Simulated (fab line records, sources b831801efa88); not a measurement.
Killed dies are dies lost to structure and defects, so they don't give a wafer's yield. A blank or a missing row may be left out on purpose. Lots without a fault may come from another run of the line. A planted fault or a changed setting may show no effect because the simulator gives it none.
Which tool did it? | flow sky130 | 13 lots, 39 wafers sampled, at 5 steps of a route of 708

WHAT THE GAUGES READ, wafer by wafer
SKY_CONTACT_OVL_MEAS_15. Usual: CONTACT_OVL 1 nm, standard deviation 6.1.
lot  | measured     | on         | CONTACT_OVL (nm) | flag
L710 | day 32 16:58 | overlay-02 | 10 -1 5          |
L711 | day 33 04:31 | overlay-02 | -1 6 0           |
L712 | day 33 05:28 | overlay-02 | -3 2 -7          |
L713 | day 33 12:39 | overlay-01 | -3 -6 2          |
L714 | day 33 21:13 | overlay-01 | 0 3 3            |
L715 | day 34 01:14 | overlay-01 | 6 6 6            |
L716 | day 34 06:47 | overlay-02 | -1 3 8           |
L718 | day 34 20:37 | overlay-02 | 10 1 7           |
L727 | day 37 17:40 | overlay-02 | 6 3 16           |
L729 | day 38 12:47 | overlay-01 | 1 -3 -2          |
L731 | day 38 22:44 | overlay-01 | -1 6 1           |
L732 | day 39 04:22 | overlay-02 | 5 -4 3           |
L733 | day 39 13:29 | overlay-02 | -1 -6 -3         |

SKY_VIA3_THK_MEAS_01. Usual: VIA3_HDPCVD_THK 1640 nm, standard deviation 15.
lot  | measured     | on            | VIA3_HDPCVD_THK (nm) | flag
L710 | day 39 19:46 | film_metro-03 | 1615 1614 1631       |
L711 | day 40 03:46 | film_metro-01 | 1653 1650 1670       |
L712 | day 40 06:59 | film_metro-02 | 1631 1622 1625       |
L713 | day 40 12:48 | film_metro-01 | 1646 1636 1651       |
L714 | day 40 21:27 | film_metro-03 | 1655 1646 1650       |
L715 | day 40 23:34 | film_metro-02 | 1650 1637 1648       |
L716 | day 41 03:22 | film_metro-02 | 1617 1613 1633       |
L718 | day 41 17:22 | film_metro-01 | 1635 1639 760        | OFF
L727 | day 44 07:27 | film_metro-02 | 1647 1627 1622       |
L729 | day 45 01:14 | film_metro-01 | 1643 1632 1647       |
L731 | day 45 11:53 | film_metro-02 | 1652 1665 1640       |
L732 | day 45 12:55 | film_metro-02 | 1645 1655 1637       |
L733 | day 45 23:11 | film_metro-03 | 1646 1663 1662       |

WHICH TOOL RAN EACH LOT (tool, then ch and the chambers of the sampled wafers, then the start)
lot  | SKY_METAL1_SPUTTER_02        | SKY_METAL1_ETCH_18                | SKY_VIA3_HDPCVD_00
L710 | pvd_sputter-01, day 32 18:31 | rie_metal-01 ch 0,1, day 33 22:42 | hdpcvd-01 ch 0,1, day 39 19:35
L711 | pvd_sputter-04, day 33 05:59 | rie_metal-02 ch 0, day 34 09:57   | hdpcvd-02 ch 0,1, day 40 03:35
L712 | pvd_sputter-03, day 33 06:56 | rie_metal-03 ch 0,1, day 34 11:07 | hdpcvd-01 ch 0,1,2, day 40 06:49
L713 | pvd_sputter-01, day 33 14:08 | rie_metal-02 ch 0,1, day 34 17:49 | hdpcvd-01 ch 0,1,2, day 40 12:37
L714 | pvd_sputter-01, day 33 22:40 | rie_metal-01 ch 0,1, day 35 01:46 | hdpcvd-01 ch 0,2, day 40 21:17
L715 | pvd_sputter-03, day 34 02:44 | rie_metal-01 ch 0,1, day 35 05:49 | hdpcvd-01 ch 0,1,2, day 40 23:23
L716 | pvd_sputter-04, day 34 08:15 | rie_metal-01 ch 0,1, day 35 10:34 | hdpcvd-01 ch 0,1, day 41 03:12
L718 | pvd_sputter-04, day 34 22:05 | rie_metal-02 ch 0,1, day 36 00:40 | hdpcvd-01 ch 0,1,2, day 41 17:12
L727 | pvd_sputter-01, day 37 19:09 | rie_metal-01 ch 0,1, day 38 21:14 | hdpcvd-02 ch 1,2, day 44 07:17
L729 | pvd_sputter-01, day 38 14:16 | rie_metal-02 ch 0,1, day 39 17:00 | hdpcvd-02 ch 1,2, day 45 01:03
L731 | pvd_sputter-03, day 39 00:14 | rie_metal-02 ch 0,1, day 40 02:05 | hdpcvd-01 ch 0,1,2, day 45 11:43
L732 | pvd_sputter-01, day 39 05:50 | rie_metal-03 ch 0,1, day 40 07:26 | hdpcvd-01 ch 0,1,2, day 45 12:47
L733 | pvd_sputter-04, day 39 14:59 | rie_metal-01 ch 0,1, day 40 16:21 | hdpcvd-01 ch 1,2, day 45 23:01
- SKY_METAL1_SPUTTER_02: material AlCu, target thk 250 nm, time 13.3 s.
- SKY_METAL1_ETCH_18: etches BARC in N2/H2, stops on SiO2, time 45.9 s, target depth 60 nm.
- SKY_VIA3_HDPCVD_00: deposits SiO2, target thk 1635 nm, time 272.5 s.

WHAT THE TOOLS THEMSELVES READ (means of the sampled wafers that have a number; where no wafer has one, the mark that the record gives instead)
SKY_METAL1_SPUTTER_02. Usual: throttle_valve_pct 30.0 %, standard deviation 1.1.
lot  | tool           | throttle_valve_pct (%) | flag
L710 | pvd_sputter-01 | 30.4                   |
L711 | pvd_sputter-04 | 30.4                   |
L712 | pvd_sputter-03 | 29.5                   |
L713 | pvd_sputter-01 | 29.2                   |
L714 | pvd_sputter-01 | 29.9                   |
L715 | pvd_sputter-03 | 29.8                   |
L716 | pvd_sputter-04 | 30.1                   |
L718 | pvd_sputter-04 | 30.2                   |
L727 | pvd_sputter-01 | 28.7                   |
L729 | pvd_sputter-01 | 30.8                   |
L731 | pvd_sputter-03 | 29.8                   |
L732 | pvd_sputter-01 | 29.6                   |
L733 | pvd_sputter-04 | 29.9                   |

SKY_METAL1_ETCH_18. Usual: drypump_motor_current_A 5.94 A, standard deviation 0.16; he_backside_leak_sccm 3.51 sccm, standard deviation 0.16; oes_product_au 0.856 a.u., standard deviation 0.0048; throttle_valve_pct 13.224 %, standard deviation 0.0085.
lot  | tool         | drypump_motor_current_A (A) | he_backside_leak_sccm (sccm) | oes_product_au (a.u.) | throttle_valve_pct (%) | flag
L710 | rie_metal-01 | 5.96                        | 3.44                         | 0.852                 | 13.229                 |
L711 | rie_metal-02 | 5.91                        | 3.38                         | 0.858                 | 13.225                 |
L712 | rie_metal-03 | 6.03                        | 3.45                         | 0.858                 | 13.226                 |
L713 | rie_metal-02 | 5.95                        | 3.39                         | 0.857                 | 13.224                 |
L714 | rie_metal-01 | 5.87                        | 3.63                         | 0.858                 | 13.232                 |
L715 | rie_metal-01 | 5.87                        | 3.68                         | 0.856                 | 13.226                 |
L716 | rie_metal-01 | 5.96                        | 3.54                         | 0.855                 | 13.224                 |
L718 | rie_metal-02 | 5.99                        | 3.40                         | 0.852                 | 13.231                 |
L727 | rie_metal-01 | 5.94                        | 3.46                         | 0.854                 | 13.227                 |
L729 | rie_metal-02 | 5.95                        | 3.46                         | 0.857                 | 13.224                 |
L731 | rie_metal-02 | 6.02                        | 3.35                         | 0.853                 | 13.230                 |
L732 | rie_metal-03 | 6.04                        | 3.31                         | 0.848                 | 13.232                 |
L733 | rie_metal-01 | 5.87                        | 3.56                         | 0.853                 | 13.220                 |

THE ANSWER, worked out from the rows above alone
Rule: a lot is off if the mean of its wafers that have a number lies more than 3 standard deviations from the usual mean. A lot without any number at a reading at which 4 lots or more have one is off too. The other lots that the step has rows for count as sound. The gauges are gone through in route order, then the tools' own readings, and for those a lot's mean is taken as printed above. The first step at which some lot is off is used, and at that step the reading that is off furthest; a lot without a number counts as furthest.
Off: L718, at SKY_VIA3_THK_MEAS_01 (VIA3_HDPCVD_THK).
A tool fits if, at a process step before that reading, it ran every lot that is off, and no sound lot after the first of them. The gauges at SKY_VIA3_THK_MEAS_01 are tried like those tools. None of those tried fits.

WHAT THE SIMULATOR HAD PUT IN
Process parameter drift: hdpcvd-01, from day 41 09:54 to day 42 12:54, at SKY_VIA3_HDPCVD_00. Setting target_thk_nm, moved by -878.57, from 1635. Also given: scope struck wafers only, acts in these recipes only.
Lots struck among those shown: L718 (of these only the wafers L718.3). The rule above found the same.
